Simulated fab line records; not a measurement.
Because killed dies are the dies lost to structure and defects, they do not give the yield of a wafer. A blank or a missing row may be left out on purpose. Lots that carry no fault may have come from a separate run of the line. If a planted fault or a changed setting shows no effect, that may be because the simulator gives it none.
Problem report in the 8D (eight disciplines) form, filled by code    flow gf180mcu    the parts of the form that need people (team, actions taken, sign-off) are left out

== 1. PROBLEM STATEMENT ==
At GF_M1_METAL_ETCH_16, bias_w averages 134.2 W over 6 wafers from 2 lots, while fault-free wafers read 140.0 W, standard deviation 0.4. Measured from the usual mean, that is -15 standard deviations.
The step: etches the open film in Cl2/BCl3, stops on SiO2, target depth 750.8 nm, time 125.1 s.
The first sign was on wafer L591.3 at day 19 18:01, on rie_metal-02. The record has a number at this step for 39 wafers belonging to 13 lots. Rule for "out", or "out of limits": more than 4 standard deviations from the usual mean. All remaining wafers that have a number are taken as sound.

== 2. WHAT IT IS, WHAT IT ISN'T ==
question                     is                      is not
which readings at this step  bias_w                  drypump_motor_current_A, mfc_cl2_sccm, oes_product_au, throttle_valve_pct
which lots                   L591, L595              L584, L585, L586, L587, L588, L596, L599, L601, L603, L604, L605
which wafers of those lots   all that have a number  -
read on which tools          rie_metal-02            rie_metal-01, rie_metal-03
when                         from day 19 18:01       up to then (15 sound wafers); but 18 sound wafers of L596, L599, L601, L603, L604, L605 came after

== 3. THE SUSPECTS, EACH WITH WHAT RULES IT OUT ==
Counting: a tool at a process step up to the reading stays a suspect if it ran every lot that is out and no sound lot after the first of them.
- rie_metal-02 at GF_M1_METAL_ETCH_16 (etches the open film in Cl2/BCl3, stops on SiO2, target depth 750.8 nm, time 125.1 s): ruled out as a lasting fault. The sound lots L601 went through it after L591, its earliest lot that is out (day 19 18:01).
Left after counting: nothing in the record.

== 4. THE CAUSE (what the simulator had put in) ==
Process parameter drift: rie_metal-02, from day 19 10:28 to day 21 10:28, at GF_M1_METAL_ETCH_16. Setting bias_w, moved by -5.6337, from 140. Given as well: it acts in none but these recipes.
Counting ruled it out, wrongly.

== 5. SEQUENCE OF EFFECTS, ordered by route ==
One row per reading whose mean, taken over the struck wafers that have a number, lies over 3 standard deviations from the usual. Readings are gone through only where the record gives a usual standard deviation; hours: the median, over the lots, of the time from a lot's start at the first step in this table giving one to that lot's start at this step; sigmas: the change measured in usual standard deviations.
hours  step                 reading  usual    on struck wafers  change  sigmas
0      GF_M1_METAL_ETCH_16  bias_w   140.0 W  134.2             -5.8    -15
It contains these process steps:
- GF_M1_METAL_ETCH_16: etches the open film in Cl2/BCl3, stops on SiO2, target depth 750.8 nm, time 125.1 s.
Later steps that measure or inspect, where all struck wafers having a row at the step show a number for every such reading and not one has moved that far: GF_V1_BOW_MEAS_05.

== 6. HOW IT WOULD HAVE BEEN CAUGHT EARLIER ==
In this record the first reading out of limits was taken at day 19 18:01, 8 hours after the fault began at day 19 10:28.
